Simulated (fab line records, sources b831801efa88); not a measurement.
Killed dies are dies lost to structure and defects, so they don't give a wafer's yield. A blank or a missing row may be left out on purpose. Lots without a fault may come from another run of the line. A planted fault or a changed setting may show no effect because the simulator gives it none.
One fault seen from 2 desks | flow sfq_line | each desk has only its own numbers; what lay behind them comes last

THE TOOL OWNER'S DESK: rie_metal-03
The tool's own readings at SFQ_TRILAYER_M3_BARC_OPEN_METAL_ETCH_100 (etches BARC in O2, target depth 125 nm, time 41.7 s): means of the sampled wafers that have a number, for each lot that ran on this tool. A lot is out of limits, marked OUT, if its mean lies more than 4 standard deviations from the usual mean; the brackets give that distance.
Columns: A = drypump_motor_current_A at SFQ_TRILAYER_M3_BARC_OPEN_METAL_ETCH_100, usual 5.8 A; B = oes_product_au at SFQ_TRILAYER_M3_BARC_OPEN_METAL_ETCH_100, usual 0.685 a.u.
lot  | first seen here | A   | B
L176 | day 42 05:59    | 6.1 | 0.683
L189 | day 52 15:41    | 6.0 | 0.686
This desk's finding: nothing out of limits on any of the 2 lots.

THE METROLOGY DESK
What the gauges read, lot by lot, whatever tool the lot ran on: means of the sampled wafers that have a number. A lot is out of limits, marked OUT, if its mean lies more than 4 standard deviations from the usual mean; the brackets give that distance.
Columns: A = M3_NB_RS at SFQ_M3_RS_MEAS_919, usual 0.894 ohm/sq; B = M3_OVL at SFQ_M3_OVL_MEAS_921, usual -3 nm
lot  | first seen here | A     | B
L169 | day 32 02:11    | 0.893 | -2
L176 | day 36 01:14    | 0.901 | -2
L182 | day 40 07:17    | 0.895 | -6
L183 | day 40 10:40    | 0.902 | -3
L189 | day 47 04:33    | 0.903 | 1
This desk's finding: nothing out of limits on any of the 5 lots.

PUT TOGETHER
The tool owner's desk saw nothing out of limits.
The metrology desk saw nothing out of limits.

WHAT THE SIMULATOR HAD PUT IN
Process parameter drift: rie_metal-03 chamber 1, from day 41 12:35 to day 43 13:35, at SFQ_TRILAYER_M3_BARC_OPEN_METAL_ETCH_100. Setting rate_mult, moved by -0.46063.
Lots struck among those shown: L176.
